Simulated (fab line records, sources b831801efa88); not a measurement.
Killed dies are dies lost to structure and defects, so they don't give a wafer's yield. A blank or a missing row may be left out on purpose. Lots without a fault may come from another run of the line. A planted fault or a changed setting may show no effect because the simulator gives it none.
Which tool did it? | flow gf180mcu | 7 lots, 21 wafers sampled, at 2 steps of a route of 602

WHAT THE GAUGES READ, wafer by wafer
GF_M5_OVL_MEAS_08.
lot  | measured     | on         | M5_OVL (nm)
L338 | day 27 07:17 | overlay-01 | -7 -5 -4
L340 | day 27 16:56 | overlay-01 | 11 5 6
L342 | day 28 05:36 | overlay-02 | -1 0 -3
L344 | day 28 21:19 | overlay-01 | 3 3 -4
L352 | day 31 03:38 | overlay-02 | -12 -2 -7
L354 | day 31 14:32 | overlay-01 | -4 -2 -8
L357 | day 32 07:29 | overlay-01 | -7 -6 -12

WHICH TOOL RAN EACH LOT (tool, then ch and the chambers of the sampled wafers, then the start)
lot  | GF_SALICIDE_SPUTTER_02
L338 | pvd_sputter-03, day 16 05:33
L340 | pvd_sputter-01, day 16 17:16
L342 | pvd_sputter-03, day 17 10:52
L344 | pvd_sputter-01, day 18 02:02
L352 | pvd_sputter-03, day 20 23:28
L354 | pvd_sputter-03, day 21 14:48
L357 | pvd_sputter-04, day 22 12:02
- GF_SALICIDE_SPUTTER_02: material Co, target thk 10 nm, time 20 s.

THE ANSWER, worked out from the rows above alone
Rule: what is usual is taken from the lots themselves. Put in order of their means at a reading, lots are off if they are a third of the lots or fewer, leave a main group of 4 or more, and stand apart from it by a gap of 3 or more times the standard deviation of the main group's means; of several such gaps the widest counts. A main group whose means are all the same, to the digits that the tables above print for the reading, isn't used. A lot without any number at a reading at which 4 lots or more have one is off too. The other lots that the step has rows for count as sound.
No lot is off at any reading shown: from this, nothing can be told.

WHAT THE SIMULATOR HAD PUT IN
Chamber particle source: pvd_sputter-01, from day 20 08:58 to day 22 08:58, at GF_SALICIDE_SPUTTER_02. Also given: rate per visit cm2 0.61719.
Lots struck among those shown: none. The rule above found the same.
